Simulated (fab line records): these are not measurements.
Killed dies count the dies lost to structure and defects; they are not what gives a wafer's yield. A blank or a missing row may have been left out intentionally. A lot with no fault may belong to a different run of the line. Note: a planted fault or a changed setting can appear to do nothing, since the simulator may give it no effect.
A lot that was struck, set against a sound lot    flow gf180mcu    14 steps out of a route of 602
Sound: these wafers, L600.2, L600.4, L600.5. Wafers struck: L611.3, L611.4, L611.5. The cause comes at the end.
For every step that has rows: the tool of each side, followed by ch and its chambers, followed by its first start. Under that, the readings that differ: sound wafers    struck wafers    difference of the means    sigmas: that difference in standard deviations of wafers without a fault.
alike: a reading whose means differ by less than 2 such deviations, as well as words and numbers matching on both sides. not compared: withheld readings; readings where some wafer has no value; bounds like >300 that might hide an equal value; numbers whose values overlap and for which the record gives no deviation.
Wherever a step has rows on one side only, a row that says differs or no value, or a row with sigmas, the two part there. Non-overlapping numbers with no deviation appear without sigmas and do not part them. Lack of a reading on every wafer of one side parts them only where that side has two or more wafers.

first, 1 step without rows for these wafers: GF_VT_IMPLANT_IMPLANT_41.
GF_VT_IMPLANT_STRIP_42: strips in O2/N2.
  sound on plasma asher-01 ch 1, day 8 15:31; struck on plasma asher-04 ch 0,1, day 11 14:44
reading                      sound        struck       difference  sigmas
drypump motor current A (A)  6.0 6.0 6.0  4.9 5.5 5.5  -0.7        -2
  alike: heater power w, oes product au, strip time to endpoint s
  not compared: rf hours counter h
GF_VT_IMPLANT_TW_MEAS_43:
  sound on film metro-03 at day 8 15:37; struck on film metro-03 at day 11 14:50
  alike: VT_IMPLANT_4_TW
then, 1 step without rows for these wafers: GF_VT_IMPLANT_CLEAN_44 (cleans in SC1/SC2, time 150 s).
GF_VT_IMPLANT_RTA_45: time 30 s.
  sound on rtp anneal-01 ch 0, day 8 15:44; struck on rtp anneal-02 ch 0, day 11 14:57
reading             sound     struck    difference  sigmas
lamp power pct (%)  43 43 43  34 34 34  -9          -2
  alike: chamber o2 ppm, wafer_temp_C_max
GF_VT_IMPLANT_RS_MEAS_46: measurement is done with a four-point probe.
  sound on film metro-04 at day 8 15:50; struck on film metro-01 at day 11 15:04
  alike: MVSD_RS
GF_VT_IMPLANT_RS_MEAS_47: measurement is done with a four-point probe.
  sound on film metro-04 at day 8 15:58; struck on film metro-01 at day 11 15:11
  alike: NWELL_RS
GF_VT_IMPLANT_RS_MEAS_48: measurement is done with a four-point probe.
  sound on film metro-04 at day 8 16:05; struck on film metro-01 at day 11 15:18
reading              sound           struck          difference  sigmas
LVPWELL_RS (ohm/sq)  1195 1196 1191  1204 1199 1204  +8          +3
GF_VT_IMPLANT_RS_MEAS_49: measurement is done with a four-point probe.
  sound on film metro-04 at day 8 16:12; struck on film metro-01 at day 11 15:25
  alike: MVPSD_RS
then, 3 steps without rows for these wafers: GF_VT_IMPLANT_WET_ETCH_50 (etches SiO2 in dHF, target depth 20 nm, time 400 s); GF_DUAL_GATE_CLEAN_00 (cleans in SC1/SC2, time 150 s); GF_DUAL_GATE_CLEAN_01 (cleans in dHF, time 20 s).
GF_DUAL_GATE_OXIDATION_02: stabilise 600 s, purge 300 s, target thk 10.887 nm.
  sound on furnace-01 ch 0, day 8 17:25; struck on furnace-02, day 11 15:41
  no value came back on the struck wafers for ox temp c (C), ox temp c max, spike tc bottom C (C); on the sound wafers ox temp c (C) reads 899.7 900.1 899.3
then, 1 step without rows for these wafers: GF_DUAL_GATE_DEHYDRATE_04 (time 60 s).

== WHERE THEY PART ==
First at GF_VT_IMPLANT_STRIP_42; last, within this record, at GF_DUAL_GATE_OXIDATION_02.

WHY: the cause the simulator had injected
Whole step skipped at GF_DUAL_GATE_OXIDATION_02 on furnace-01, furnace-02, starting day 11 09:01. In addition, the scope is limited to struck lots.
